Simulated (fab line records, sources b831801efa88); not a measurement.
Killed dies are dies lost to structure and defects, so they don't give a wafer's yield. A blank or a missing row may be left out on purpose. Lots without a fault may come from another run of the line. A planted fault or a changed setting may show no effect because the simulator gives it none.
Tool commonality check | flow gf180mcu | 13 lots, 45 wafers sampled

WHY IT WAS OPENED
At GF_VT_IMPLANT_TW_MEAS_32 the reading VT_IMPLANT_3_TW is flagged on 2 of 13 lots. Wafers without a fault read 267.5, standard deviation 1.5.
Rule: a lot is flagged when every wafer of it that has a number lies more than 4 standard deviations from that mean, or none has a number. The other lots count as sound.

lot  | measured     | on            | VT_IMPLANT_3_TW, wafer by wafer     | flag
L783 | day 7 04:37  | film_metro-03 | 266.4 267.6 268.6                   |
L785 | day 7 16:04  | film_metro-02 | 268.7 267.6 268.5                   |
L786 | day 7 23:35  | film_metro-04 | 267.7 268.7 268.6                   |
L787 | day 8 03:50  | film_metro-04 | 268.0 268.9 266.4                   |
L789 | day 8 19:31  | film_metro-03 | 266.2 268.5 267.8                   |
L790 | day 9 02:01  | film_metro-02 | 266.8 264.6 266.2                   |
L791 | day 9 10:47  | film_metro-02 | 265.6 263.7 266.0                   |
L793 | day 9 20:50  | film_metro-03 | 264.8 266.3 267.7                   |
L794 | day 10 00:52 | film_metro-03 | 267.5 268.0 267.8                   |
L797 | day 11 00:14 | film_metro-04 | 331.6 331.9 331.5 331.7 330.6 330.4 | FLAGGED
L798 | day 11 06:10 | film_metro-04 | 270.9 270.0 270.2                   |
L799 | day 11 11:31 | film_metro-02 | 267.0 266.3 265.0                   |
L806 | day 13 10:59 | film_metro-03 | 326.8 328.7 329.5 329.4 328.5 328.7 | FLAGGED
The numbers of the flagged lots are 329.9 on average: +62.4 against the usual, or +42 standard deviations.

WHICH TOOL RAN EACH LOT
The record holds 2 process steps before the reading, out of a route of 602 steps. In each cell: the tool, then ch and the chambers that the sampled wafers went through, then the start.
lot  | flag    | GF_STI_STRIP_15                     | GF_VT_IMPLANT_IMPLANT_30
L783 |         | plasma_asher-03 ch 0,1, day 2 04:21 | implanter-03 ch 0, day 7 04:22
L785 |         | plasma_asher-03 ch 0,1, day 2 12:48 | implanter-03 ch 0, day 7 15:49
L786 |         | plasma_asher-01 ch 0,1, day 2 17:47 | implanter-04 ch 0, day 7 23:22
L787 |         | plasma_asher-01 ch 0,1, day 2 22:14 | implanter-01 ch 0, day 8 03:37
L789 |         | plasma_asher-03 ch 0,1, day 3 08:52 | implanter-03 ch 0, day 8 19:16
L790 |         | plasma_asher-03 ch 0,1, day 3 14:21 | implanter-01 ch 0, day 9 01:46
L791 |         | plasma_asher-01 ch 0,1, day 3 19:29 | implanter-04 ch 0, day 9 10:34
L793 |         | plasma_asher-03 ch 0,1, day 4 05:07 | implanter-04 ch 0, day 9 20:36
L794 |         | plasma_asher-02 ch 0,1, day 4 10:45 | implanter-04 ch 0, day 10 00:37
L797 | FLAGGED | plasma_asher-03 ch 0,1, day 5 02:48 | implanter-03 ch 0, day 10 23:31
L798 |         | plasma_asher-03 ch 0,1, day 5 07:47 | implanter-03 ch 0, day 11 05:56
L799 |         | plasma_asher-03 ch 0,1, day 5 12:28 | implanter-04 ch 0, day 11 11:16
L806 | FLAGGED | plasma_asher-02 ch 0,1, day 7 00:33 | implanter-01 ch 0, day 13 10:26
What these steps do:
- GF_STI_STRIP_15: strips in O2/N2.
- GF_VT_IMPLANT_IMPLANT_30
- GF_VT_IMPLANT_TW_MEAS_32

FLAGGED OVER TOTAL, TOOL BY TOOL (the gauges that took the reading come last)
step                     | tool            | lots run | flagged | share of the flagged lots | sound lots run after its first flagged lot
GF_STI_STRIP_15          | plasma_asher-01 | 3        | 0       | none                      | -
GF_STI_STRIP_15          | plasma_asher-02 | 2        | 1       | some                      | 0
GF_STI_STRIP_15          | plasma_asher-03 | 8        | 1       | some                      | 2 (L798,L799)
GF_VT_IMPLANT_IMPLANT_30 | implanter-01    | 3        | 1       | some                      | 0
GF_VT_IMPLANT_IMPLANT_30 | implanter-03    | 5        | 1       | some                      | 1 (L798)
GF_VT_IMPLANT_IMPLANT_30 | implanter-04    | 5        | 0       | none                      | -
GF_VT_IMPLANT_TW_MEAS_32 | film_metro-02   | 4        | 0       | none                      | -
GF_VT_IMPLANT_TW_MEAS_32 | film_metro-03   | 5        | 1       | some                      | 0
GF_VT_IMPLANT_TW_MEAS_32 | film_metro-04   | 4        | 1       | some                      | 1 (L798)

WHAT THE TABLE ALLOWS
No row of the table ran every flagged lot.

WHAT THE SIMULATOR HAD PUT IN
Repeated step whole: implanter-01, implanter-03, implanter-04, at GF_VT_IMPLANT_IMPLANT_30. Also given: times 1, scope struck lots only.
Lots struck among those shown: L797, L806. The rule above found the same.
